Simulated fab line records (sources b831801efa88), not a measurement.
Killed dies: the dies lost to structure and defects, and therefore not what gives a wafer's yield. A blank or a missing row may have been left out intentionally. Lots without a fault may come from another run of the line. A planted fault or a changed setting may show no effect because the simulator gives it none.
fab line records -- flow sky130
record lots=12, wafers=36, last_day=50
route steps=708 shown METAL1@436 VIA3@587 VIA4@659
lots that met no fault: taken from a fault-free run of the same line
start_h: hours from the record's opening day to when the first of the lot's shown wafers began -- wait_h: hours since the lot's step before -- " the same as in the row above -- L1.1+2: a row that stands for several wafers -- - value missing, or start not given -- * or withheld: withheld -- < > ~ a bound
route shown NAME@n: a module of which the file shows steps, and the number in the route of the first -- usual: mean/standard deviation of fault-free wafers -- same: alike in all rows -- chamber/n: place in a boat -- sites: the reading at each site -- _std_site: their standard deviation -- _edge_site: outer sites' mean less inner sites' -- radius_mm: how far each site lies from the wafer's centre -- mask NAME#n: copy n -- behind: the last tool/chamber to shape the wafer -- hold: why the lot was held/for how many hours/how that ended -- device: the n, p or np transistor that did not switch -- end of line: tests of these same wafers at the route's end -- a step with no rows: only its recipe -- killed: count of dies lost to structure and defects at first sort (not the wafer's yield) -- map: a wafer's dies, x killed, . not, _ none there
set.NAME: the run value of the setting; set.NAME@STEP: its run value at that earlier step -- model.NAME: the simulator's own value behind a step, which no gauge read
route steps across a sampled set of lots; one table per step, one row per wafer
services: from which hour (start_h, from the record's first day; less than 0 if before it) a tool's chamber was out of use, for how many hours, and why
## steps
# step SKY_METAL1_SPUTTER_02
# recipe material=AlCu, target_thk_nm=250, power_w=10600, time_s=13.3, chamber_pressure_pa=0.4
# usual throttle_valve_pct=29.8/1.1
lot.wafer,tool,chamber,start_h,wait_h,throttle_valve_pct
L254.1,pvd_sputter-04,-,735.52,0.0,30.2
L254.2,pvd_sputter-04,-,735.52,0.0,27.7
L254.5,pvd_sputter-04,-,735.52,0.0,29.4
L255.2,pvd_sputter-02,-,744.85,0.0,31.3
L255.3,pvd_sputter-02,-,744.85,0.0,29.9
L255.5,pvd_sputter-02,-,744.85,0.0,31.2
L256.3,pvd_sputter-04,-,748.05,0.0,27.8
L256.5,pvd_sputter-04,-,748.05,0.0,30.2
L256.6,pvd_sputter-04,-,748.05,0.0,29.2
L257.3,pvd_sputter-02,-,760.80,0.0,27.8
L257.4,pvd_sputter-02,-,760.80,0.0,30.0
L257.5,pvd_sputter-02,-,760.80,0.0,31.1
L259.2,pvd_sputter-02,-,775.24,0.0,31.5
L259.5,pvd_sputter-02,-,775.24,0.0,31.2
L259.6,pvd_sputter-02,-,775.24,0.0,29.5
L260.1,pvd_sputter-02,-,781.78,0.0,29.3
L260.2,pvd_sputter-02,-,781.78,0.0,30.1
L260.3,pvd_sputter-02,-,781.78,0.0,28.0
L261.1,pvd_sputter-03,-,792.04,0.0,31.3
L261.5,pvd_sputter-03,-,792.04,0.0,30.0
L261.6,pvd_sputter-03,-,792.04,0.0,31.2
L263.1,pvd_sputter-04,-,804.12,0.0,30.2
L263.4,pvd_sputter-04,-,804.12,0.0,27.7
L263.6,pvd_sputter-04,-,804.12,0.0,29.3
L264.4,pvd_sputter-04,-,818.25,0.0,30.0
L264.5,pvd_sputter-04,-,818.25,0.0,29.1
L264.6,pvd_sputter-04,-,818.25,0.0,29.8
L266.1,pvd_sputter-04,-,834.68,0.0,29.2
L266.4,pvd_sputter-04,-,834.68,0.0,29.3
L266.5,pvd_sputter-04,-,834.68,0.0,27.6
L270.1,pvd_sputter-04,-,868.98,0.0,29.8
L270.3,pvd_sputter-04,-,868.98,0.0,29.4
L270.4,pvd_sputter-04,-,868.98,0.0,27.4
L275.1,pvd_sputter-02,-,915.40,0.0,31.3
L275.3,pvd_sputter-02,-,915.40,0.0,29.6
L275.6,pvd_sputter-02,-,915.40,0.0,31.1
# step SKY_METAL1_SPUTTER_03
# recipe material=Ti, target_thk_nm=5, power_w=3000, time_s=3.3, chamber_pressure_pa=0.4
# usual throttle_valve_pct=29.8/1.1
lot.wafer,tool,chamber,start_h,wait_h,throttle_valve_pct
L254.1,pvd_sputter-04,-,735.55,0.0,30.3
L254.2,pvd_sputter-04,-,735.55,0.0,27.7
L254.5,pvd_sputter-04,-,735.55,0.0,29.0
L255.2,pvd_sputter-02,-,744.87,0.0,31.1
L255.3,pvd_sputter-02,-,744.87,0.0,29.9
L255.5,pvd_sputter-02,-,744.87,0.0,31.4
L256.3,pvd_sputter-04,-,748.08,0.0,27.5
L256.5,pvd_sputter-04,-,748.08,0.0,30.1
L256.6,pvd_sputter-04,-,748.08,0.0,29.2
L257.3,pvd_sputter-02,-,760.82,0.0,27.7
L257.4,pvd_sputter-02,-,760.82,0.0,29.7
L257.5,pvd_sputter-02,-,760.82,0.0,31.0
L259.2,pvd_sputter-02,-,775.27,0.0,31.1
L259.5,pvd_sputter-02,-,775.27,0.0,31.5
L259.6,pvd_sputter-02,-,775.27,0.0,29.3
L260.1,pvd_sputter-02,-,781.81,0.0,29.3
L260.2,pvd_sputter-02,-,781.81,0.0,29.8
L260.3,pvd_sputter-02,-,781.81,0.0,27.6
L261.1,pvd_sputter-03,-,792.07,0.0,31.2
L261.5,pvd_sputter-03,-,792.07,0.0,30.3
L261.6,pvd_sputter-03,-,792.07,0.0,31.4
L263.1,pvd_sputter-04,-,804.14,0.0,29.9
L263.4,pvd_sputter-04,-,804.14,0.0,27.8
L263.6,pvd_sputter-04,-,804.14,0.0,29.5
L264.4,pvd_sputter-04,-,818.28,0.0,30.0
L264.5,pvd_sputter-04,-,818.28,0.0,29.3
L264.6,pvd_sputter-04,-,818.28,0.0,30.1
L266.1,pvd_sputter-04,-,834.70,0.0,29.3
L266.4,pvd_sputter-04,-,834.70,0.0,29.4
L266.5,pvd_sputter-04,-,834.70,0.0,27.5
L270.1,pvd_sputter-04,-,869.01,0.0,29.8
L270.3,pvd_sputter-04,-,869.01,0.0,29.5
L270.4,pvd_sputter-04,-,869.01,0.0,27.7
L275.1,pvd_sputter-02,-,915.42,0.0,31.4
L275.3,pvd_sputter-02,-,915.42,0.0,29.3
L275.6,pvd_sputter-02,-,915.42,0.0,31.1
# step SKY_VIA3_ETCH_14
# recipe chemistry=N2/H2, target=BARC, ion_energy_ev=200, source_w=500, bias_w=100, pressure_mtorr=30, n2_flow_sccm=100, h2_flow_sccm=200, stop_on=SiO2, time_s=45.9, target_depth_a=600
# usual chamber_pressure_mTorr=30.002/0.024, drypump_motor_current_A=5.7/0.48, oes_product_au=0.854/0.0046, throttle_valve_pct=13.224/0.0094
lot.wafer,tool,chamber,start_h,wait_h,chamber_pressure_mTorr,drypump_motor_current_A,oes_product_au,rf_hours_counter_h,throttle_valve_pct
L254.1,rie_diel-01,3,929.14,0.0,29.990,6.6,0.854,18,13.231
L254.2,rie_diel-01,2,929.14,0.0,30.012,5.5,0.849,19,13.228
L254.5,rie_diel-01,0,929.14,0.0,30.017,4.9,0.856,-,13.223
L255.2,rie_diel-01,2,936.29,0.0,30.018,5.6,0.854,19,13.239
L255.3,rie_diel-01,1,936.29,0.0,30.030,5.9,0.853,10,13.214
L255.5,rie_diel-01,0,936.29,0.0,30.010,5.0,0.859,-,13.221
L256.3,rie_diel-03,3,939.77,0.0,30.019,6.1,0.856,12,13.226
L256.5,rie_diel-03,1,939.77,0.0,29.957,5.6,0.852,-,13.221
L256.6,rie_diel-03,0,939.77,0.0,30.030,5.0,0.858,-,13.234
L257.3,rie_diel-03,3,949.54,0.0,30.028,6.1,0.862,13,13.218
L257.4,rie_diel-03,0,949.54,0.0,30.010,5.0,0.861,2,13.217
L257.5,rie_diel-03,2,949.54,0.0,29.986,5.8,0.857,-,13.230
L259.2,rie_diel-03,0,964.97,0.0,30.009,5.0,0.860,3,13.211
L259.5,rie_diel-03,1,964.97,0.0,30.007,5.5,0.858,-,13.213
L259.6,rie_diel-03,0,964.97,0.0,30.018,4.9,0.855,-,13.223
L260.1,rie_diel-03,1,971.44,0.0,29.966,5.6,0.852,17,13.233
L260.2,rie_diel-03,0,971.44,0.0,29.978,5.0,0.861,3,13.216
L260.3,rie_diel-03,3,971.44,0.0,29.993,6.0,0.849,13,13.219
L261.1,rie_diel-02,1,978.47,0.0,30.053,5.7,0.854,12,13.230
L261.5,rie_diel-02,1,978.47,0.0,30.017,5.7,0.857,-,13.220
L261.6,rie_diel-02,0,978.47,0.0,30.012,6.1,0.846,-,13.236
L263.1,rie_diel-03,2,990.97,0.0,30.039,5.8,0.864,18,13.214
L263.4,rie_diel-03,3,990.97,0.0,30.025,6.0,0.857,14,13.220
L263.6,rie_diel-03,3,990.97,0.0,29.988,6.0,0.855,-,13.222
L264.4,rie_diel-01,0,1000.99,0.0,30.008,5.0,0.846,7,13.214
L264.5,rie_diel-01,3,1000.99,0.0,29.981,6.6,0.855,-,13.256
L264.6,rie_diel-01,2,1000.99,0.0,30.019,5.6,0.855,-,13.237
L266.1,rie_diel-03,0,1018.32,0.0,29.958,5.0,0.845,4,13.229
L266.4,rie_diel-03,1,1018.32,0.0,29.992,5.6,0.852,19,13.233
L266.5,rie_diel-03,2,1018.32,0.0,29.981,5.8,0.857,-,13.232
L270.1,rie_diel-01,2,1046.42,0.0,30.049,5.5,0.857,22,13.231
L270.3,rie_diel-01,0,1046.42,0.0,30.020,4.9,0.854,9,13.207
L270.4,rie_diel-01,3,1046.42,0.0,24.000,6.5,0.852,21,13.213
L275.1,rie_diel-02,1,1086.07,0.0,29.977,5.7,0.848,16,13.228
L275.3,rie_diel-02,0,1086.07,0.0,29.984,6.0,0.847,20,13.230
L275.6,rie_diel-02,3,1086.07,0.0,29.972,5.9,0.853,-,13.222
# step SKY_VIA4_THK_MEAS_20
# recipe thk_meas_gauge=xrf, reads=W_of_VIA4_CVD_18
# usual VIA4_W_THK=504/6.7
lot.wafer,tool,chamber,start_h,wait_h,VIA4_W_THK[nm]
L254.1,film_metro-01,-,1004.65,0.1,484
L254.2,film_metro-01,-,1004.65,0.1,502
L254.5,film_metro-01,-,1004.65,0.1,494
L255.2,film_metro-03,-,1013.66,0.1,498
L255.3,film_metro-03,-,1013.66,0.1,495
L255.5,film_metro-03,-,1013.66,0.1,496
L256.3,film_metro-03,-,1016.40,0.1,488
L256.5,film_metro-03,-,1016.40,0.1,500
L256.6,film_metro-03,-,1016.40,0.1,494
L257.3,film_metro-04,-,1024.83,0.1,498
L257.4,film_metro-04,-,1024.83,0.1,494
L257.5,film_metro-04,-,1024.83,0.1,499
L259.2,film_metro-03,-,1038.71,0.1,508
L259.5,film_metro-03,-,1038.71,0.1,506
L259.6,film_metro-03,-,1038.71,0.1,505
L260.1,film_metro-01,-,1046.32,0.1,519
L260.2,film_metro-01,-,1046.32,0.1,505
L260.3,film_metro-01,-,1046.32,0.1,512
L261.1,film_metro-04,-,1050.35,0.1,495
L261.5,film_metro-04,-,1050.35,0.1,508
L261.6,film_metro-04,-,1050.35,0.1,504
L263.1,film_metro-03,-,1063.12,0.1,500
L263.4,film_metro-03,-,1063.12,0.1,500
L263.6,film_metro-03,-,1063.12,0.1,501
L264.4,film_metro-03,-,1072.96,0.1,494
L264.5,film_metro-03,-,1072.96,0.1,492
L264.6,film_metro-03,-,1072.96,0.1,503
L266.1,film_metro-04,-,1088.80,0.1,507
L266.4,film_metro-04,-,1088.80,0.1,511
L266.5,film_metro-04,-,1088.80,0.1,512
L270.1,film_metro-04,-,1113.95,0.1,506
L270.3,film_metro-04,-,1113.95,0.1,508
L270.4,film_metro-04,-,1113.95,0.1,503
L275.1,film_metro-03,-,1148.34,0.1,499
L275.3,film_metro-03,-,1148.34,0.1,503
L275.6,film_metro-03,-,1148.34,0.1,504
## services
tool,chamber,start_h,hours,kind
pvd_sputter-04,-,716.66,0.8,repair
rie_diel-02,-,774.37,2.3,repair
rie_diel-03,2,775.65,7.6,repair
rie_diel-01,-,781.25,1.7,repair
pvd_sputter-03,-,802.66,5.0,repair
pvd_sputter-02,-,826.13,1.9,repair
rie_diel-02,-,849.63,0.9,repair
rie_diel-01,0,876.25,1.9,repair
pvd_sputter-02,-,881.88,6.8,repair
rie_diel-01,0,901.89,1.3,repair
rie_diel-03,2,907.64,9.7,repair
rie_diel-01,1,917.03,2.5,repair
rie_diel-02,2,939.54,6.5,repair
pvd_sputter-02,-,968.13,2.4,repair
pvd_sputter-02,-,968.34,9.6,repair
rie_diel-02,2,970.29,10.5,repair
pvd_sputter-04,-,979.53,5.0,repair
rie_diel-01,2,979.89,3.0,repair
rie_diel-02,0,986.08,10.7,repair
pvd_sputter-04,-,988.26,1.0,repair
rie_diel-03,-,1022.76,0.2,repair
rie_diel-01,1,1025.76,5.8,repair
rie_diel-03,1,1035.06,9.0,repair
pvd_sputter-02,-,1082.53,0.6,repair
## key
first_sign step=SKY_VIA3_ETCH_14, reading=chamber_pressure_mTorr, direction=down, sigmas=99+, usual=30.002, struck=24.000
effect none on later readings
met_at SKY_VIA3_ETCH_14
struck_lots L270
struck_wafers L270.4
not_acting_at SKY_METAL1_SPUTTER_02,SKY_METAL1_SPUTTER_03,SKY_VIA4_THK_MEAS_20
onset_between 1000.99 1046.42
fault kind=process_parameter_drift, tool=rie_diel-01, chamber=3, onset_h=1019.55, steps=SKY_VIA3_ETCH_14, channel=pressure_mtorr, offset=-6, shape=step, end_h=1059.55, acts_in=these_recipes_only, stated=30
